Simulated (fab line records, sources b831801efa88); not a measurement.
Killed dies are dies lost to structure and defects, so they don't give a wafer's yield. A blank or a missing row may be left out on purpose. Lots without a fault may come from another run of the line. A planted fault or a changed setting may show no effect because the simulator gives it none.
Which tool did it? | flow gf180mcu | 13 lots, 39 wafers sampled, at 5 steps of a route of 602

WHAT THE GAUGES READ, wafer by wafer
GF_DNWELL_TW_MEAS_09.
lot  | measured    | on            | DNWELL_TW
L672 | day 2 19:04 | film_metro-04 | 1347 1346 1354
L674 | day 3 05:49 | film_metro-04 | 1351 1355 1346
L677 | day 3 21:28 | film_metro-01 | 1380 1374 1379
L679 | day 4 06:13 | film_metro-02 | 1354 1354 1358
L681 | day 4 18:28 | film_metro-04 | 1368 1365 1359
L682 | day 4 22:29 | film_metro-02 | 1365 1372 1373
L683 | day 5 04:02 | film_metro-04 | 1352 1343 1346
L685 | day 5 16:28 | film_metro-04 | 1352 1354 1347
L686 | day 5 20:03 | film_metro-02 | 1366 1369 1369
L691 | day 6 23:31 | film_metro-02 | 1538 1537 1539
L693 | day 7 09:52 | film_metro-02 | 1368 1369 1365
L694 | day 7 14:52 | film_metro-04 | 1503 1507 1509
L695 | day 7 21:29 | film_metro-02 | 1366 1378 1367

GF_V1_THK_MEAS_01.
lot  | measured     | on            | V1_CVD_00_THK (nm)
L672 | day 17 00:32 | film_metro-02 | 602 606 595
L674 | day 17 20:55 | film_metro-03 | 597 596 604
L677 | day 19 00:44 | film_metro-01 | 590 594 597
L679 | day 19 22:30 | film_metro-02 | 599 604 611
L681 | day 20 15:26 | film_metro-02 | 594 596 602
L682 | day 20 23:57 | film_metro-03 | 602 593 605
L683 | day 21 05:11 | film_metro-02 | 605 612 599
L685 | day 22 01:30 | film_metro-02 | 589 593 601
L686 | day 22 10:28 | film_metro-03 | 601 608 589
L691 | day 23 22:46 | film_metro-03 | 587 596 594
L693 | day 24 16:14 | film_metro-01 | 588 597 595
L694 | day 24 20:59 | film_metro-02 | 593 591 596
L695 | day 25 09:23 | film_metro-03 | 607 596 614

WHICH TOOL RAN EACH LOT (tool, then ch and the chambers of the sampled wafers, then the start)
lot  | GF_DNWELL_IMPLANT_07           | GF_VT_IMPLANT_RTA_45             | GF_HV_LDD_ETCHBACK_58
L672 | implanter-03 ch 0, day 2 18:50 | rtp_anneal-02 ch 0, day 7 11:00  | rie_diel-04 ch 0,1,2, day 12 10:05
L674 | implanter-03 ch 0, day 3 05:35 | rtp_anneal-01 ch 0, day 8 01:49  | rie_diel-02 ch 0,1, day 13 03:22
L677 | implanter-03 ch 0, day 3 21:14 | rtp_anneal-02 ch 0, day 8 23:21  | rie_diel-04 ch 0,1, day 14 01:48
L679 | implanter-03 ch 0, day 4 05:58 | rtp_anneal-01 ch 0, day 9 11:20  | rie_diel-01 ch 0,1,2, day 14 20:44
L681 | implanter-03 ch 0, day 4 18:13 | rtp_anneal-01 ch 0, day 10 02:26 | rie_diel-02 ch 0,1, day 15 14:34
L682 | implanter-03 ch 0, day 4 22:14 | rtp_anneal-02 ch 0, day 10 08:25 | rie_diel-01 ch 0,1, day 15 20:40
L683 | implanter-03 ch 0, day 5 03:49 | rtp_anneal-02 ch 0, day 10 13:49 | rie_diel-01 ch 0,2,3, day 16 01:42
L685 | implanter-03 ch 0, day 5 16:14 | rtp_anneal-02 ch 0, day 11 08:28 | rie_diel-04 ch 0,2,3, day 16 23:05
L686 | implanter-01 ch 0, day 5 19:49 | rtp_anneal-01 ch 0, day 11 09:19 | rie_diel-02 ch 0,1, day 17 05:37
L691 | implanter-03 ch 0, day 6 23:16 | rtp_anneal-02 ch 0, day 12 20:04 | rie_diel-01 ch 0,2,3, day 18 21:22
L693 | implanter-01 ch 0, day 7 09:37 | rtp_anneal-02 ch 0, day 13 09:29 | rie_diel-02 ch 1,2, day 19 15:07
L694 | implanter-03 ch 0, day 7 14:39 | rtp_anneal-01 ch 0, day 13 15:08 | rie_diel-04 ch 1,3, day 19 21:49
L695 | implanter-02 ch 0, day 7 21:14 | rtp_anneal-02 ch 0, day 14 03:21 | rie_diel-04 ch 1,2,3, day 20 11:23
- GF_DNWELL_IMPLANT_07
- GF_VT_IMPLANT_RTA_45: time 30 s.
- GF_HV_LDD_ETCHBACK_58: etches Si3N4 in CH3F/O2, stops on SiO2, time 100 s, target depth 90 nm.

WHAT THE TOOLS THEMSELVES READ (means of the sampled wafers that have a number; where no wafer has one, the mark that the record gives instead)
GF_DNWELL_IMPLANT_07.
lot  | tool         | tilt_deg (degrees)
L672 | implanter-03 | 0.006
L674 | implanter-03 | -0.030
L677 | implanter-03 | 0.007
L679 | implanter-03 | -0.002
L681 | implanter-03 | -0.027
L682 | implanter-03 | -0.006
L683 | implanter-03 | -0.011
L685 | implanter-03 | -0.014
L686 | implanter-01 | 0.001
L691 | implanter-03 | 4.690
L693 | implanter-01 | -0.020
L694 | implanter-03 | 4.661
L695 | implanter-02 | -0.012

GF_VT_IMPLANT_RTA_45.
lot  | tool          | lamp_power_pct (%) | wafer_temp_C_max
L672 | rtp_anneal-02 | 32.57              | 1057.4
L674 | rtp_anneal-01 | 32.60              | 1054.1
L677 | rtp_anneal-02 | 32.62              | 1059.5
L679 | rtp_anneal-01 | 32.58              | 1054.6
L681 | rtp_anneal-01 | 32.57              | 1053.8
L682 | rtp_anneal-02 | 32.63              | 1058.8
L683 | rtp_anneal-02 | 32.64              | 1057.3
L685 | rtp_anneal-02 | 32.64              | 1058.3
L686 | rtp_anneal-01 | 32.58              | 1054.6
L691 | rtp_anneal-02 | 32.62              | 1058.7
L693 | rtp_anneal-02 | 32.61              | 1058.4
L694 | rtp_anneal-01 | 32.55              | 1054.1
L695 | rtp_anneal-02 | 32.60              | 1061.1

GF_HV_LDD_ETCHBACK_58.
lot  | tool        | bias_w (W) | drypump_motor_current_A (A) | oes_product_au (a.u.) | throttle_valve_pct (%)
L672 | rie_diel-04 | 79.91      | 5.27                        | 0.847                 | 10.558
L674 | rie_diel-02 | 79.95      | 5.63                        | 0.847                 | 10.567
L677 | rie_diel-04 | 79.86      | 5.31                        | 0.840                 | 10.546
L679 | rie_diel-01 | 80.01      | 5.33                        | 0.839                 | 10.559
L681 | rie_diel-02 | 79.86      | 5.77                        | 0.847                 | 10.570
L682 | rie_diel-01 | 80.03      | 5.34                        | 0.848                 | 10.553
L683 | rie_diel-01 | 79.92      | 5.23                        | 0.838                 | 10.558
L685 | rie_diel-04 | 80.16      | 5.23                        | 0.842                 | 10.563
L686 | rie_diel-02 | 80.16      | 5.81                        | 0.852                 | 10.564
L691 | rie_diel-01 | 80.04      | 5.22                        | 0.848                 | 10.570
L693 | rie_diel-02 | 80.25      | 5.62                        | 0.850                 | 10.563
L694 | rie_diel-04 | 79.89      | 5.42                        | 0.841                 | 10.563
L695 | rie_diel-04 | 80.19      | 5.44                        | 0.840                 | 10.567

THE ANSWER, worked out from the rows above alone
Rule: what is usual is taken from the lots themselves. Put in order of their means at a reading, lots are off if they are a third of the lots or fewer, leave a main group of 4 or more, and stand apart from it by a gap of 3 or more times the standard deviation of the main group's means; of several such gaps the widest counts. A main group whose means are all the same, to the digits that the tables above print for the reading, isn't used. A lot without any number at a reading at which 4 lots or more have one is off too. The other lots that the step has rows for count as sound. The gauges are gone through in route order, then the tools' own readings, and for those a lot's mean is taken as printed above. The first step at which some lot is off is used, and at that step the reading that is off furthest; a lot without a number counts as furthest.
Off: L691, L694, at GF_DNWELL_TW_MEAS_09 (DNWELL_TW). The main group: mean 1361, standard deviation 10.
A tool fits if, at a process step before that reading, it ran every lot that is off, and no sound lot after the first of them. The gauges at GF_DNWELL_TW_MEAS_09 aren't tried: what is off there is off at GF_DNWELL_IMPLANT_07 too, on other tools, and a gauge's error can't cause that. One fits: implanter-03 at GF_DNWELL_IMPLANT_07. Its last sound lot is L685 (day 5 16:14), its first lot that is off L691 (day 6 23:16): a fault that began between those two fits.
The tool's own readings at GF_DNWELL_IMPLANT_07 bear it out: on the lots that are off they differ by more than 5 times the standard deviation of the sound lots' means. tilt_deg reads 4.675 degrees there against -0.010 degrees on the sound lots.

WHAT THE SIMULATOR HAD PUT IN
Process parameter drift: implanter-03, from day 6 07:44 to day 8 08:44, at GF_DNWELL_IMPLANT_07. Setting tilt_deg, moved by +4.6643, from 0. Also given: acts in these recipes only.
Lots struck among those shown: L691, L694. The rule above found the same.
